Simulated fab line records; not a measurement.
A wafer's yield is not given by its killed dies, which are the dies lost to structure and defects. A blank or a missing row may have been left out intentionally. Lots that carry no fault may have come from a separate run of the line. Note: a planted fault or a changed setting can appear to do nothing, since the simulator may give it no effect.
Which tool was responsible? + flow sky130 + 13 lots, 39 wafers sampled, at 5 steps of a route of 708

== WHAT THE GAUGES SHOWED, per wafer ==
SKY_SONOS_TUNNEL_CD_MEAS_07: the cd target is 410 nm. Usual: cd_nm at 410.2 nm, with a standard deviation of 2.4.
| lot  | measured     | on        | cd_nm (nm)        | flag |
|------|--------------|-----------|-------------------|------|
| L244 | day 11 21:02 | cd_sem-01 | 408.0 407.5 410.4 |      |
| L245 | day 12 03:44 | cd_sem-02 | 411.8 409.8 408.9 |      |
| L247 | day 13 01:50 | cd_sem-01 | 413.4 414.3 416.0 |      |
| L250 | day 13 19:18 | cd_sem-02 | 408.6 409.0 410.0 |      |
| L251 | day 14 07:30 | cd_sem-02 | - - -             | OFF  |
| L252 | day 14 10:02 | cd_sem-02 | - - -             | OFF  |
| L253 | day 14 21:23 | cd_sem-02 | 411.9 413.2 412.4 |      |
| L258 | day 17 01:04 | cd_sem-02 | 409.0 409.6 410.7 |      |
| L260 | day 17 12:10 | cd_sem-02 | 411.6 411.1 408.6 |      |
| L262 | day 17 20:54 | cd_sem-01 | 413.5 413.4 415.9 |      |
| L263 | day 18 10:56 | cd_sem-01 | 409.2 407.8 409.8 |      |
| L264 | day 18 15:37 | cd_sem-01 | 412.7 410.0 408.6 |      |
| L265 | day 18 23:16 | cd_sem-02 | 409.1 408.7 412.1 |      |

SKY_VIA1_THK_MEAS_23: measures by xrf. Usual: VIA1_W_THK typically reads 273 nm, with standard deviation 6.
| lot  | measured     | on            | VIA1_W_THK (nm) | flag |
|------|--------------|---------------|-----------------|------|
| L244 | day 34 14:59 | film_metro-02 | 265 280 276     |      |
| L245 | day 34 21:44 | film_metro-04 | 278 270 275     |      |
| L247 | day 35 21:31 | film_metro-01 | 268 265 277     |      |
| L250 | day 36 13:26 | film_metro-04 | 280 280 280     |      |
| L253 | day 37 05:15 | film_metro-01 | 276 266 278     |      |
| L258 | day 39 21:44 | film_metro-02 | 265 275 274     |      |
| L260 | day 39 23:19 | film_metro-01 | 262 272 264     |      |
| L262 | day 40 04:13 | film_metro-01 | 265 268 266     |      |
| L263 | day 40 08:50 | film_metro-02 | 271 277 269     |      |
| L264 | day 40 13:53 | film_metro-02 | 271 271 271     |      |
| L265 | day 40 20:41 | film_metro-01 | 264 266 266     |      |

SKY_VIA2_BOW_MEAS_03. Usual: VIA2_BOW typically reads 87 um, with standard deviation 8.
| lot  | measured     | on            | VIA2_BOW (um) | flag |
|------|--------------|---------------|---------------|------|
| L244 | day 35 18:40 | film_metro-03 | 103 98 98     |      |
| L245 | day 36 00:50 | film_metro-03 | 99 101 91     |      |
| L247 | day 37 01:53 | film_metro-03 | 75 72 85      |      |
| L250 | day 37 17:49 | film_metro-04 | 84 86 81      |      |
| L253 | day 38 09:04 | film_metro-04 | 78 78 80      |      |
| L258 | day 41 00:11 | film_metro-02 | 87 90 91      |      |
| L260 | day 41 01:53 | film_metro-02 | 89 99 84      |      |
| L262 | day 41 07:02 | film_metro-04 | 83 84 81      |      |
| L263 | day 41 11:13 | film_metro-03 | 75 92 86      |      |
| L264 | day 41 16:26 | film_metro-03 | 77 74 72      |      |
| L265 | day 41 22:43 | film_metro-04 | 83 93 100     |      |

== EACH LOT AND THE TOOL THAT RAN IT (in order: tool; ch and the chambers of the sampled wafers; start) ==
| lot  | SKY_SONOS_TUNNEL_COAT_02          | SKY_VIA1_ETCH_15                   |
|------|-----------------------------------|------------------------------------|
| L244 | litho_track-04 ch 0, day 11 08:57 | rie_diel-01 ch 1,2,3, day 34 14:04 |
| L245 | litho_track-04 ch 0, day 11 16:24 | rie_diel-03 ch 1,3, day 34 20:49   |
| L247 | litho_track-02 ch 0, day 12 13:15 | rie_diel-03 ch 0,1,3, day 35 20:33 |
| L250 | litho_track-01 ch 0, day 13 07:12 | rie_diel-01 ch 1,3, day 36 12:31   |
| L251 | litho_track-04, day 13 18:45      | -                                  |
| L252 | litho_track-02, day 13 21:27      | -                                  |
| L253 | litho_track-02 ch 0, day 14 07:10 | rie_diel-03 ch 1,2, day 37 04:19   |
| L258 | litho_track-04 ch 0, day 16 10:18 | rie_diel-03 ch 1,2,3, day 39 20:49 |
| L260 | litho_track-02 ch 0, day 16 21:24 | rie_diel-01 ch 0,3, day 39 22:22   |
| L262 | litho_track-01 ch 0, day 17 06:42 | rie_diel-03 ch 0,1,2, day 40 03:19 |
| L263 | litho_track-04 ch 0, day 17 19:30 | rie_diel-01 ch 2,3, day 40 07:55   |
| L264 | litho_track-04 ch 0, day 18 00:59 | rie_diel-04 ch 1,2,3, day 40 12:57 |
| L265 | litho_track-02 ch 0, day 18 08:15 | rie_diel-01 ch 0,1,3, day 40 19:43 |
- SKY_SONOS_TUNNEL_COAT_02: resist thk 1140 nm.
- SKY_VIA1_ETCH_15: etches SiO2 in C4F8/O2/Ar, stops on TiN, target depth 351 nm, time 54 s.

== WHAT THE TOOLS THEMSELVES READ (means of the sampled wafers that have a number; where no wafer has one, the mark that the record gives instead) ==
SKY_SONOS_TUNNEL_COAT_02. Usual: chill_plate_temp_C 23.00 C, standard deviation 0.095; dispense_pressure_kPa 48 kPa, standard deviation 5.1.
| lot  | tool           | chill_plate_temp_C (C) | dispense_pressure_kPa (kPa) | flag |
|------|----------------|------------------------|-----------------------------|------|
| L244 | litho_track-04 | 22.89                  | 43                          |      |
| L245 | litho_track-04 | 23.12                  | 43                          |      |
| L247 | litho_track-02 | 22.98                  | 48                          |      |
| L250 | litho_track-01 | 23.07                  | 56                          |      |
| L251 | litho_track-04 | -                      | -                           | OFF  |
| L252 | litho_track-02 | -                      | -                           | OFF  |
| L253 | litho_track-02 | 23.04                  | 48                          |      |
| L258 | litho_track-04 | 22.90                  | 43                          |      |
| L260 | litho_track-02 | 22.91                  | 48                          |      |
| L262 | litho_track-01 | 23.01                  | 56                          |      |
| L263 | litho_track-04 | 23.00                  | 43                          |      |
| L264 | litho_track-04 | 23.00                  | 43                          |      |
| L265 | litho_track-02 | 22.91                  | 48                          |      |

SKY_VIA1_ETCH_15. Usual: bias_w 1199 W, standard deviation 3.7; oes_product_au 0.981 a.u., standard deviation 0.0066.
| lot  | tool        | bias_w (W) | oes_product_au (a.u.) | flag |
|------|-------------|------------|-----------------------|------|
| L244 | rie_diel-01 | 1202       | 0.980                 |      |
| L245 | rie_diel-03 | 1200       | 0.983                 |      |
| L247 | rie_diel-03 | 1199       | 0.980                 |      |
| L250 | rie_diel-01 | 1195       | 0.981                 |      |
| L253 | rie_diel-03 | 1200       | 0.976                 |      |
| L258 | rie_diel-03 | 1200       | 0.976                 |      |
| L260 | rie_diel-01 | 1197       | 0.984                 |      |
| L262 | rie_diel-03 | 1200       | 0.978                 |      |
| L263 | rie_diel-01 | 1196       | 0.980                 |      |
| L264 | rie_diel-04 | 1200       | 0.983                 |      |
| L265 | rie_diel-01 | 1198       | 0.982                 |      |

== THE ANSWER, worked out from the rows above alone ==
Rule: a lot is off if the mean of its wafers that have a number lies more than 3 standard deviations from the usual mean. Also off: a lot with no number at a reading for which 4 or more lots have one. Where the step has rows for the other lots, those lots are counted as sound. The gauges are gone through in route order, then the tools' own readings, and for those a lot's mean is taken as printed above. At the first step where some lot is off, the reading lying furthest off is the one used; lots without a number count as furthest.
Off, at SKY_SONOS_TUNNEL_CD_MEAS_07 on cd_nm: L251, L252. Without a number there: L251, L252.
If a tool, at a process step before that reading, ran all the lots that are off and no sound lot after the first of them, it fits. Not tried: the gauges at SKY_SONOS_TUNNEL_CD_MEAS_07; whatever is off there is also off at SKY_SONOS_TUNNEL_COAT_02, on other tools, and gauge error can't account for it. Of those tried, none fits.

== WHAT THE SIMULATOR HAD PUT IN ==
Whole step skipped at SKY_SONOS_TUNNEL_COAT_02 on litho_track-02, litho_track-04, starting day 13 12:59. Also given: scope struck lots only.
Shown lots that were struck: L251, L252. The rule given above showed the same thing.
